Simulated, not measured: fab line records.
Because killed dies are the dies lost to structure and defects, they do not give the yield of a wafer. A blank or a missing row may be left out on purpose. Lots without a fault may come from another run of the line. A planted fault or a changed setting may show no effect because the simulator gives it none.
A struck lot beside a sound one + flow sky130 + 15 steps out of a route of 708
Sound: the wafers L834.1, L834.2, L834.3. Wafers L846.2, L846.3, L846.4 were the ones struck. The cause comes at the end.
For every step that has rows: the tool of each side, followed by ch and its chambers, followed by its first start. Under that, the readings that differ: sound wafers + struck wafers + difference of the means + sigmas: that difference in standard deviations of wafers without a fault.
alike: readings whose means differ by less than 2 such deviations, and words and numbers that are the same on both sides. not compared: withheld readings, readings that some wafer has no value for, bounds like >300 that may hide the same value, and numbers for which the record gives no deviation and whose values overlap.
Wherever a step has rows on one side only, a row that says differs or no value, or a row with sigmas, the two part there. Non-overlapping numbers with no deviation appear without sigmas and do not part them. Lack of a reading on every wafer of one side parts them only where that side has two or more wafers.

first, 7 steps without rows for these wafers: SKY_METAL1_HMDS_08 (prime time 60 s); SKY_METAL1_COAT_09 (resist thk 60 nm); SKY_METAL1_COAT_10 (resist thk 450 nm); SKY_METAL1_SOFTBAKE_11 (time 90 s); SKY_METAL1_EXPOSE_12 (exposes mask MM1, target cd 140 nm); SKY_METAL1_PEB_13; SKY_METAL1_DEVELOP_14 (develop time 60 s).
SKY_METAL1_CD_MEAS_15: the cd target is 140 nm.
  sound on cdSem-02, day 34 01:17; struck on cdSem-02, day 38 11:49
  alike: cdNm
SKY_METAL1_OVL_MEAS_16:
  sound on overlay-02, day 34 01:25; struck on overlay-02, day 38 11:55
  alike: METAL1_OVL
SKY_METAL1_DESCUM_17: chemistry O2, time 8 s.
  sound on rieMetal-04 ch 0,1, day 34 01:27; struck on rieMetal-04 ch 0,1, day 38 11:57
  alike: drypumpMotorCurrentA, oesProductAu, tempC
  not compared: rfHoursCounterH
SKY_METAL1_ETCH_18: etches BARC in N2/H2, stops on SiO2, time 45.9 s, target depth 60 nm.
  sound on rieMetal-04 ch 0,1, day 34 01:29; struck on rieMetal-04 ch 0,1, day 38 11:59
  alike: biasW, drypumpMotorCurrentA, n2FlowSccm, oesProductAu, throttleValvePct
  not compared: rfHoursCounterH
SKY_METAL1_METAL_ETCH_19: etches the open film in Cl2/BCl3, stops on SiO2, target depth 360 nm, time 78 s.
  sound on rieMetal-04 ch 0,1, day 34 01:33; struck on rieMetal-04 ch 0,1, day 38 12:03
  alike: biasW, drypumpMotorCurrentA, oesProductAu, throttleValvePct
  not compared: rfHoursCounterH
SKY_METAL1_STRIP_20: strips in O2/N2.
  sound on plasmaAsher-02 ch 0,1, day 34 01:38; struck on plasmaAsher-03 ch 0,1, day 38 12:08
  no value came back on the struck wafers for any of 5 readings (chamberPressureMTorr (mTorr), drypumpMotorCurrentA (A) and others); on the sound wafers chamberPressureMTorr (mTorr) reads 1500.4 1499.4 1499.9
| reading                                      | sound | struck          | difference | sigmas |
|----------------------------------------------|-------|-----------------|------------|--------|
| model.KrF-thick_of_METAL1_COAT_10.thkNm (nm) | 0 0 0 | 150.4 148 150.8 | +149.7     |        |
  not compared: rfHoursCounterH
then, 1 step without rows for these wafers: SKY_METAL1_STRIP_21 (strips in post etch residue remover, time 1200 s).
-- the record jumps here: 12 days lie between the struck wafers' starts before and after (it left off in module METAL1 and takes up again in module PAD_OPEN, whose first step shown is number 708 of the route) --
SKY_PAD_OPEN_PROBE_99:
  sound on prober-01, day 46 15:16; struck on prober-02, day 50 01:20
| reading                  | sound          | struck         | difference | sigmas |
|--------------------------|----------------|----------------|------------|--------|
| defectLimitedYield (%)   | 82.1 85.0 81.3 | 0.4 0.4 0.2    | -82.5      | -43    |
| killed_at_M0_to_M3       | 49 37 52       | 441 448 436    | +396       | +62    |
| killedDies               | 88 74 92       | 490 490 491    | +406       | +44    |
| killedOnRim              | 17 25 22       | 94 94 96       | +73        | +19    |
| sort_bin_3_pad_short (%) | 0.4 0.4 0.4    | 1.4 1.2 1.8    | +1.1       | +3     |
| sort_bin_5_function (%)  | 11.2 9.1 12.2  | 92.3 92.5 92.9 | +81.7      | +54    |
| sortNPass                | 404 418 400    | 2 2 1          | -406       | -44    |
| sortYieldPct (%)         | 82.1 85.0 81.3 | 0.4 0.4 0.2    | -82.5      | -43    |
  alike: killed_at_M4_up, killedAtContacts, killedAtFrontEnd, killedAtOther, killedOpen, killedShort, sort_bin_6_memory

WHERE THEY PART
Earliest at SKY_METAL1_STRIP_20; latest, in this record, at SKY_PAD_OPEN_PROBE_99.

WHY: whatever the simulator had introduced
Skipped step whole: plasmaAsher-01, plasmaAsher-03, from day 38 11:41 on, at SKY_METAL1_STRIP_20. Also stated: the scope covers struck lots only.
